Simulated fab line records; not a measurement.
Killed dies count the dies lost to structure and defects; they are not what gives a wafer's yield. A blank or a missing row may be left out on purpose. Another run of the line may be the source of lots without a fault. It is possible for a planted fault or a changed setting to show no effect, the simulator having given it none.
fab line records	flow sky130
record: lots: 6	wafers: 18	last-day: 51
route steps=708 shown VIA1@470
lots with no fault: from the same line, run without faults
start-h: hours from the record's first day to the start of the lot's first wafer shown	wait-h: time in hours since the lot's previous step	" identical to the entry in the row above	L1.1+2: a single row standing in for several wafers	- no value, or no start given	* or withheld: withheld	< > ~ a bound
route shown NAME@n: NAME is a module with steps in the file, n the number in the route of the first one	usual: mean/standard deviation taken from wafers without a fault	same: alike in all rows	chamber/n: place in a boat	sites: each site's reading	_std_site: standard deviation across them	_edge_site: outer sites' mean less inner sites'	radius-mm: for every site, how far away it sits from the centre of the wafer	mask NAME#n: copy n	behind: the most recent tool/chamber to have shaped the wafer	hold: cause of the lot's hold/its duration in hours/its outcome	device: which transistor (n, p or np) failed to switch	end of line: the route-end tests of the same wafers	a step with no rows: only its recipe	killed: dies lost to structure and defects at the first sort, not the wafer's yield	map: a wafer's dies, x killed, . not, _ none there
set.NAME: setting as actually run; set.NAME@STEP: the setting as run at that earlier step	model.NAME: the simulator's own value behind a step, which no gauge read
lots at some steps of the route; a table a step, a row a wafer
services: from which hour (start-h, from the record's first day; less than 0 if before it) a tool's chamber was out of use, for how many hours, and why
== steps ==
step: SKY_VIA1_CD_MEAS_12
recipe: target-cd-nm: 150
usual: cd-nm: 150.9/1.7
lot.wafer	tool	chamber	start-h	wait-h	cd-nm
L176.1	cd-sem-02	-	847.06	-	149.3
L176.2	"	-	"	"	149.3
L176.5	"	-	"	"	149.1
L177.1	cd-sem-02	-	847.23	-	151.0
L177.2	"	-	"	"	151.7
L177.3	"	-	"	"	152.0
L185.1	cd-sem-02	-	896.41	-	150.9
L185.3	"	-	"	"	150.5
L185.5	"	-	"	"	150.2
L187.1	cd-sem-01	-	916.28	-	149.3
L187.3	"	-	"	"	148.3
L187.4	"	-	"	"	151.7
L193.2	cd-sem-02	-	948.95	-	149.6
L193.3	"	-	"	"	148.6
L193.4	"	-	"	"	149.4
L194.3	cd-sem-01	-	1000.02	-	154.0
L194.4	"	-	"	"	154.2
L194.5	"	-	"	"	153.1
step: SKY_VIA1_OVL_MEAS_13
usual: VIA1_OVL: 0/4.6
lot.wafer	tool	chamber	start-h	wait-h	VIA1_OVL[nm]
L176.1	overlay-01	-	847.18	0.1	-5
L176.2	"	-	"	"	-11
L176.5	"	-	"	"	-2
L177.1	overlay-01	-	847.35	0.1	-2
L177.2	"	-	"	"	-1
L177.3	"	-	"	"	-4
L185.1	overlay-01	-	896.53	0.1	3
L185.3	"	-	"	"	4
L185.5	"	-	"	"	4
L187.1	overlay-01	-	916.40	0.1	2
L187.3	"	-	"	"	-1
L187.4	"	-	"	"	1
L193.2	overlay-02	-	949.06	0.1	-3
L193.3	"	-	"	"	4
L193.4	"	-	"	"	1
L194.3	overlay-02	-	1000.11	0.1	-3
L194.4	"	-	"	"	-5
L194.5	"	-	"	"	-6
step: SKY_VIA1_ETCH_14
recipe: chemistry: N2/H2	target: BARC	ion-energy-ev: 200	source-w: 500	bias-w: 100	pressure-mtorr: 30	n2-flow-sccm: 100	h2-flow-sccm: 200	stop-on: SiO2	time-s: 45.9	target-depth-a: 600
usual: drypump-motor-current-A: 5.8/0.39	h2-flow-sccm: 200.1/0.67	oes-product-au: 0.855/0.0049	throttle-valve-pct: 13.223/0.0082
lot.wafer	tool	chamber	start-h	wait-h	drypump-motor-current-A	h2-flow-sccm	oes-product-au	rf-hours-counter-h	throttle-valve-pct
L176.1	rie-diel-04	0	847.22	0.0	5.7	199.2	0.844	8	13.213
L176.2	"	1	"	"	5.7	201.9	0.857	10	13.225
L176.5	"	2	"	"	5.7	199.3	0.855	-	13.227
L177.1	rie-diel-02	0	847.38	0.0	5.9	199.9	0.863	11	13.229
L177.2	"	1	"	"	5.9	200.4	0.857	22	13.209
L177.3	"	3	"	"	6.0	199.9	0.858	3	13.229
L185.1	rie-diel-04	1	896.57	0.0	5.7	199.7	0.851	11	13.207
L185.3	"	3	"	"	4.7	198.8	0.846	1	13.218
L185.5	"	3	"	"	4.7	199.4	0.844	-	13.217
L187.1	rie-diel-02	0	916.44	0.0	5.9	199.3	0.850	12	13.227
L187.3	"	3	"	"	6.0	199.3	0.859	5	13.229
L187.4	"	1	"	"	5.9	200.2	0.857	1	13.222
L193.2	rie-diel-02	3	949.09	0.0	6.0	199.9	0.859	6	13.234
L193.3	"	1	"	"	5.9	200.7	0.859	2	13.234
L193.4	"	0	"	"	6.0	200.7	0.857	13	13.215
L194.3	rie-diel-02	2	1000.14	0.0	5.8	200.3	0.858	14	13.219
L194.4	"	0	"	"	6.0	201.2	0.851	-	13.235
L194.5	"	1	"	"	5.9	200.2	0.855	-	13.235
step: SKY_VIA1_ETCH_15
recipe: target: SiO2	chemistry: C4F8/O2/Ar	target-depth-nm: 351	stop-on: TiN	mask-material: KrF-thick	source-w: 1500	bias-w: 1200	pressure-mtorr: 40	c4f8-flow-sccm: withheld	O2_flow_sccm: 6	Ar_flow_sccm: 300	time-s: 54
usual: oes-product-au: 0.987/0.0062
lot.wafer	tool	chamber	start-h	wait-h	oes-product-au	rf-hours-counter-h
L176.1	rie-diel-04	0	847.26	0.0	0.992	8
L176.2	"	1	"	"	0.996	10
L176.5	"	2	"	"	0.986	-
L177.1	rie-diel-02	0	847.43	0.0	0.989	11
L177.2	"	1	"	"	0.991	22
L177.3	"	3	"	"	0.991	3
L185.1	rie-diel-04	1	896.61	0.0	0.981	11
L185.3	"	3	"	"	0.982	1
L185.5	"	3	"	"	0.986	-
L187.1	rie-diel-02	0	916.48	0.0	0.984	13
L187.3	"	3	"	"	0.987	5
L187.4	"	1	"	"	0.998	1
L193.2	rie-diel-02	3	949.13	0.0	0.980	6
L193.3	"	1	"	"	0.997	2
L193.4	"	0	"	"	0.995	13
L194.3	rie-diel-02	2	1000.18	0.0	0.997	14
L194.4	"	0	"	"	0.997	-
L194.5	"	1	"	"	0.989	-
step: SKY_VIA1_STRIP_16
recipe: chemistry: O2/N2	power-w: 1400	pressure-mtorr: 1500	platen-temp-c: withheld	o2-flow-sccm: 3000	n2-flow-sccm: 300	overash-fraction: 0.5
usual: drypump-motor-current-A: 5.7/0.48	oes-product-au: 0.416/0.004	strip-time-to-endpoint-s: 4.461/0.017
lot.wafer	tool	chamber	start-h	wait-h	drypump-motor-current-A	oes-product-au	rf-hours-counter-h	strip-time-to-endpoint-s
L176.1	plasma-asher-04	1	847.31	0.0	5.6	0.418	72	4.447
L176.2	"	0	"	"	5.1	0.418	72	4.467
L176.5	"	1	"	"	5.6	0.415	-	4.487
L177.1	plasma-asher-01	1	847.47	0.0	5.6	0.412	42	4.441
L177.2	"	0	"	"	6.3	0.411	42	4.436
L177.3	"	0	"	"	6.3	0.421	-	4.440
L185.1	plasma-asher-01	0	896.66	0.0	6.3	0.420	47	4.458
L185.3	"	0	"	"	6.3	0.412	-	4.453
L185.5	"	1	"	"	5.6	0.415	-	4.448
L187.1	plasma-asher-03	0	916.52	0.0	5.4	0.421	16	4.455
L187.3	"	0	"	"	5.5	0.419	-	4.467
L187.4	"	1	"	"	6.4	0.411	-	4.435
L193.2	plasma-asher-04	0	949.18	0.0	5.0	0.421	82	4.474
L193.3	"	0	"	"	5.1	0.416	-	4.462
L193.4	"	1	"	"	5.6	0.409	-	4.459
L194.3	plasma-asher-03	1	1000.26	0.1	6.4	0.415	-	4.467
L194.4	"	0	"	"	5.5	0.405	-	4.467
L194.5	"	1	"	"	6.4	0.413	-	4.457
step: SKY_VIA1_STRIP_17
recipe: chemistry: post-etch-residue-remover	time-s: 1200	temp-c: 72.5
step: SKY_VIA1_CLEAN_18
recipe: chemistry: IPA	time-s: 180	temp-c: 25
step: SKY_VIA1_CLEAN_19
recipe: chemistry: O3/DIW	dry: n2-spin
step: SKY_VIA1_SPUTTER_20
recipe: material: TiN	target-thk-nm: 20	chamber-pressure-pa: 5	power-w: 4000	time-s: 80
usual: throttle-valve-pct: 30.3/1.1
lot.wafer	tool	chamber	start-h	wait-h	throttle-valve-pct
L176.1	pvd-sputter-01	-	847.90	0.0	30.3
L176.2	"	-	"	"	30.1
L176.5	"	-	"	"	30.2
L177.1	pvd-sputter-03	-	848.07	0.0	31.6
L177.2	"	-	"	"	29.7
L177.3	"	-	"	"	30.8
L185.1	pvd-sputter-02	-	897.25	0.0	30.1
L185.3	"	-	"	"	28.2
L185.5	"	-	"	"	31.7
L187.1	pvd-sputter-01	-	917.12	0.0	30.2
L187.3	"	-	"	"	29.4
L187.4	"	-	"	"	29.9
L193.2	pvd-sputter-01	-	949.78	0.0	30.1
L193.3	"	-	"	"	29.5
L193.4	"	-	"	"	29.5
L194.3	pvd-sputter-02	-	1000.82	0.0	31.8
L194.4	"	-	"	"	28.1
L194.5	"	-	"	"	31.2
step: SKY_VIA1_CVD_21
recipe: material: W	target-thk-nm: 270	time-s: 80.902	temp-c: 400	pressure-torr: 40
usual: heater-power-w: 870/84
lot.wafer	tool	chamber	start-h	wait-h	heater-power-w
L176.1	cvd-w-01	0	847.96	0.0	739
L176.2	"	1	"	"	886
L176.5	"	0	"	"	743
L177.1	cvd-w-02	0	848.13	0.0	916
L177.2	"	1	"	"	952
L177.3	"	1	"	"	958
L185.1	cvd-w-02	0	897.31	0.0	906
L185.3	"	0	"	"	955
L185.5	"	1	"	"	962
L187.1	cvd-w-01	1	917.19	0.0	875
L187.3	"	0	"	"	740
L187.4	"	1	"	"	914
L193.2	cvd-w-01	1	949.84	0.0	909
L193.3	"	0	"	"	738
L193.4	"	1	"	"	900
L194.3	cvd-w-01	0	1000.91	0.1	738
L194.4	"	1	"	"	897
L194.5	"	0	"	"	727
step: SKY_VIA1_RS_MEAS_22
recipe: thk-meas-gauge: four-point-probe	reads: W_of_VIA1_CVD_21+TiN_of_VIA1_SPUTTER_20
usual: VIA1_W_RS: 0.430/0.0044
lot.wafer	tool	chamber	start-h	wait-h	VIA1_W_RS[ohm/sq]
L176.1	film-metro-01	-	848.05	0.1	0.431
L176.2	"	-	"	"	0.433
L176.5	"	-	"	"	0.429
L177.1	film-metro-02	-	848.22	0.1	0.422
L177.2	"	-	"	"	0.432
L177.3	"	-	"	"	0.425
L185.1	film-metro-04	-	897.40	0.1	0.434
L185.3	"	-	"	"	0.429
L185.5	"	-	"	"	0.438
L187.1	film-metro-04	-	917.28	0.1	0.430
L187.3	"	-	"	"	0.435
L187.4	"	-	"	"	0.431
L193.2	film-metro-04	-	949.95	0.1	0.428
L193.3	"	-	"	"	0.432
L193.4	"	-	"	"	0.425
L194.3	film-metro-02	-	1001.01	0.1	0.430
L194.4	"	-	"	"	0.431
L194.5	"	-	"	"	0.435
step: SKY_VIA1_THK_MEAS_23
recipe: thk-meas-gauge: xrf	reads: W_of_VIA1_CVD_21
usual: VIA1_W_THK: 271/3.7
lot.wafer	tool	chamber	start-h	wait-h	VIA1_W_THK[nm]
L176.1	film-metro-01	-	848.17	0.1	274
L176.2	"	-	"	"	272
L176.5	"	-	"	"	275
L177.1	film-metro-02	-	848.34	0.1	276
L177.2	"	-	"	"	269
L177.3	"	-	"	"	275
L185.1	film-metro-04	-	897.52	0.1	269
L185.3	"	-	"	"	272
L185.5	"	-	"	"	266
L187.1	film-metro-04	-	917.40	0.1	267
L187.3	"	-	"	"	263
L187.4	"	-	"	"	267
L193.2	film-metro-04	-	950.06	0.1	270
L193.3	"	-	"	"	270
L193.4	"	-	"	"	271
L194.3	film-metro-02	-	1001.11	0.1	271
L194.4	"	-	"	"	271
L194.5	"	-	"	"	268
step: SKY_VIA1_CMP_24
recipe: stop-on: SiO2	t-overpolish-s: 15	down-force-psi: 3.5	platen-rpm: 60	target-thk-nm: 0	pad-velocity-m-s: 0.94248
usual: motor-current-A: 11.9/1	overpolish-run-s: 15.001/0.0085	time-to-endpoint-s: 64.2/2.5
lot.wafer	tool	chamber	start-h	wait-h	motor-current-A	overpolish-run-s	time-to-endpoint-s
L176.1	cmp-01	2	848.23	0.1	12.3	15.006	61.2
L176.2	"	3	"	"	11.4	15.001	61.6
L176.5	"	3	"	"	12.1	15.010	62.9
L177.3	cmp-02	3	848.50	0.1	11.8	14.992	67.5
L177.2	"	0	"	"	12.3	15.010	62.8
L177.1	"	1	"	"	9.8	14.997	63.2
L185.3	cmp-02	2	897.63	0.1	11.4	0.040	104.1
L185.1	"	3	"	"	12.2	0.046	103.4
L185.5	"	2	"	"	11.0	0.034	102.5
L187.3	cmp-02	0	917.51	0.1	12.2	0.038	103.7
L187.1	"	1	"	"	10.4	0.037	104.7
L187.4	"	2	"	"	10.7	0.035	104.6
L193.2	cmp-01	0	950.11	0.0	13.1	15.008	69.9
L193.3	"	1	"	"	11.4	14.999	66.1
L193.4	"	3	"	"	12.0	14.991	69.2
L194.4	cmp-01	3	1001.23	0.1	11.5	15.006	66.4
L194.3	"	2	"	"	11.8	15.000	65.0
L194.5	"	3	"	"	12.4	15.004	64.8
== services ==
tool	chamber	start-h	hours	kind
cvd-w-02	-	830.86	1.9	repair
rie-diel-02	2	836.68	4.6	repair
pvd-sputter-01	-	837.56	9.8	repair
cvd-w-01	-	844.42	0.9	repair
cvd-w-02	-	849.60	6.0	pm
rie-diel-04	2	853.39	14.0	repair
rie-diel-02	0	865.13	4.1	repair
plasma-asher-03	-	892.02	2.8	pm
rie-diel-02	-	896.32	1.2	repair
plasma-asher-03	-	897.16	3.2	repair
cmp-02	-	902.27	3.6	repair
cvd-w-02	-	904.11	14.0	pm
cmp-02	-	912.29	4.0	pm
rie-diel-04	0	915.29	6.4	repair
plasma-asher-01	-	920.76	10.1	pm
cvd-w-02	-	921.73	1.2	repair
rie-diel-02	1	922.30	7.3	repair
cmp-01	-	924.51	4.7	pm
cmp-02	-	944.16	17.6	pm
rie-diel-02	1	945.83	2.0	repair
cmp-01	-	965.00	1.7	repair
rie-diel-02	3	985.47	28.2	repair
cvd-w-01	-	995.15	5.5	repair
cmp-02	-	1000.52	4.5	pm
== key ==
first-sign: step: SKY_VIA1_CMP_24	reading: overpolish-run-s	direction: down	sigmas: 99+	usual: 15.001	struck: 0.039
effect: step: SKY_VIA1_CMP_24	reading: time-to-endpoint-s	direction: up	sigmas: 16	usual: *	struck: *
met-at SKY_VIA1_CMP_24
struck-wafers L185.1,L185.3,L185.5,L187.1,L187.3,L187.4
later-rows-left-out L185.1,L185.3,L185.5,L187.1,L187.3,L187.4
sort-left-out L185.1,L185.3,L185.5,L187.1,L187.3,L187.4
onset-between 848.50 897.63
fault: kind: process-parameter-drift	tool: cmp-02	chamber: -	onset-h: 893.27	steps: SKY_VIA1_CMP_24	channel: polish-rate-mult	offset: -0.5	shape: step	end-h: 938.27
sort-left-out: the simulated sort isn't trusted on such a fault, so these wafers' sort isn't shown, and their yield isn't known
later-rows-left-out: the simulator's readings of these wafers behind a module that went badly wrong aren't trusted and aren't shown, but for the sort
